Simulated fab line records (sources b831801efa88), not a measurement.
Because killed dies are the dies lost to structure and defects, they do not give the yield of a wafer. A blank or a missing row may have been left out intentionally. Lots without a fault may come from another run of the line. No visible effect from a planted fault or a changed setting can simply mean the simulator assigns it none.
What tool caused it? -- flow gf180mcu -- 13 lots, 39 wafers sampled, at 3 steps of a route of 602

## WHAT THE GAUGES SHOWED, per wafer
GF_TOP_METAL_OVL_MEAS_15. Usual: TOP_METAL_OVL typically reads -0.3 nm, with standard deviation 1.7.
lot,measured,on,TOP_METAL_OVL (nm),flag
L306,day 28 10:32,overlay-02,-4.5 -3.0 -2.3,
L307,day 28 18:10,overlay-02,-2.4 -1.4 -1.6,
L308,day 28 22:19,overlay-02,-2.4 -2.8 -3.8,
L309,day 29 08:55,overlay-01,-0.7 1.4 0.5,
L310,day 29 15:56,overlay-01,-0.3 -2.0 -1.5,
L311,day 29 23:58,overlay-02,3.7 2.2 2.1,
L312,day 30 09:37,overlay-01,-1.0 -1.1 -1.1,
L315,day 31 05:38,overlay-02,-2.3 -1.0 -2.4,
L319,day 32 17:53,overlay-01,-3.5 -2.3 -1.9,
L321,day 32 23:17,overlay-02,-1.0 -0.1 -2.4,
L320,day 33 01:49,overlay-01,1.4 2.1 -0.8,
L327,day 34 09:17,overlay-02,-0.1 -0.1 -1.0,
L328,day 34 15:52,overlay-02,0.8 1.6 1.5,

## WHAT TOOL EACH LOT RAN ON (gives the tool, then ch and the chambers of the sampled wafers, and finally the start)
lot,GF_SALICIDE_SPUTTER_03,GF_V5_CMP_26
L306,"pvd-sputter-01, day 15 10:29","cmp-02 ch 0,1, day 27 14:31"
L307,"pvd-sputter-01, day 15 18:01","cmp-02 ch 1,2,3, day 27 21:59"
L308,"pvd-sputter-01, day 16 03:31","cmp-02 ch 1,2,3, day 28 03:08"
L309,"pvd-sputter-03, day 16 09:53","cmp-02 ch 1,3, day 28 12:55"
L310,"pvd-sputter-01, day 16 19:56","cmp-01 ch 1,2, day 28 20:14"
L311,"pvd-sputter-03, day 17 04:43","cmp-02 ch 0,2,3, day 29 04:29"
L312,"pvd-sputter-04, day 17 16:52","cmp-02 ch 0,2, day 29 14:26"
L315,"pvd-sputter-01, day 18 21:17","cmp-02 ch 0,1,2, day 30 11:47"
L319,"pvd-sputter-03, day 20 22:10","cmp-01 ch 1,2, day 32 00:56"
L321,"pvd-sputter-01, day 21 08:40","cmp-02 ch 0,2,3, day 32 06:14"
L320,"pvd-sputter-03, day 21 10:25","cmp-02 ch 1,2,3, day 32 08:59"
L327,"pvd-sputter-01, day 23 10:13","cmp-02 ch 1,2, day 33 17:26"
L328,"pvd-sputter-04, day 23 18:32","cmp-02 ch 0,1, day 34 00:38"
- GF_SALICIDE_SPUTTER_03: material TiN, target thk 20 nm, time 16.7 s.
- GF_V5_CMP_26: polishes, stops on SiO2, t overpolish 15 s, target thk 0 nm.

## AS READ BY THE TOOLS THEMSELVES (means over the sampled wafers that have a number; for cases with no such wafer, the mark the record gives instead)
GF_SALICIDE_SPUTTER_03. Usual: 30.7 % for throttle-valve-pct, sd 0.99.
lot,tool,throttle-valve-pct (%),flag
L306,pvd-sputter-01,30.6,
L307,pvd-sputter-01,31.6,
L308,pvd-sputter-01,31.5,
L309,pvd-sputter-03,30.3,
L310,pvd-sputter-01,31.2,
L311,pvd-sputter-03,29.9,
L312,pvd-sputter-04,30.7,
L315,pvd-sputter-01,31.3,
L319,pvd-sputter-03,29.9,
L321,pvd-sputter-01,30.4,
L320,pvd-sputter-03,30.1,
L327,pvd-sputter-01,31.2,
L328,pvd-sputter-04,30.6,

GF_V5_CMP_26. Usual: head-pressure-psi 3.500 psi, standard deviation 0.0081; motor-current-A 10.9 A, standard deviation 0.84; overpolish-run-s 15.001 s, standard deviation 0.0086; time-to-endpoint-s 84.6 s, standard deviation 2.6.
lot,tool,head-pressure-psi (psi),motor-current-A (A),overpolish-run-s (s),time-to-endpoint-s (s),flag
L306,cmp-02,3.501,11.7,15.000,82.4,
L307,cmp-02,3.507,10.8,15.007,87.7,
L308,cmp-02,3.502,11.0,15.004,85.7,
L309,cmp-02,3.502,11.8,15.006,88.0,
L310,cmp-01,3.509,10.1,14.994,82.2,
L311,cmp-02,3.497,10.9,14.998,85.3,
L312,cmp-02,3.493,10.4,14.995,86.1,
L315,cmp-02,3.495,10.8,15.002,86.3,
L319,cmp-01,3.504,9.9,15.000,87.1,
L321,cmp-02,3.501,10.5,15.003,87.7,
L320,cmp-02,3.500,11.1,14.996,84.6,
L327,cmp-02,3.493,10.9,15.010,81.9,
L328,cmp-02,3.500,11.1,15.000,83.0,

## THE ANSWER, worked out from the rows above alone
Rule: a lot counts as off when the mean over its wafers that have a number is more than 3 standard deviations away from the usual mean. A lot without any number at a reading at which 4 lots or more have one is off too. Any other lot the step has rows for is counted as sound. Order of review: gauges by route order, followed by the tools' own readings, for which a lot's mean as printed above is used. The first step at which some lot is off is used, and at that step the reading that is off furthest; a lot without a number counts as furthest.
None of the lots is off at any reading shown; this tells nothing.

## WHAT THE SIMULATOR HAD INSERTED
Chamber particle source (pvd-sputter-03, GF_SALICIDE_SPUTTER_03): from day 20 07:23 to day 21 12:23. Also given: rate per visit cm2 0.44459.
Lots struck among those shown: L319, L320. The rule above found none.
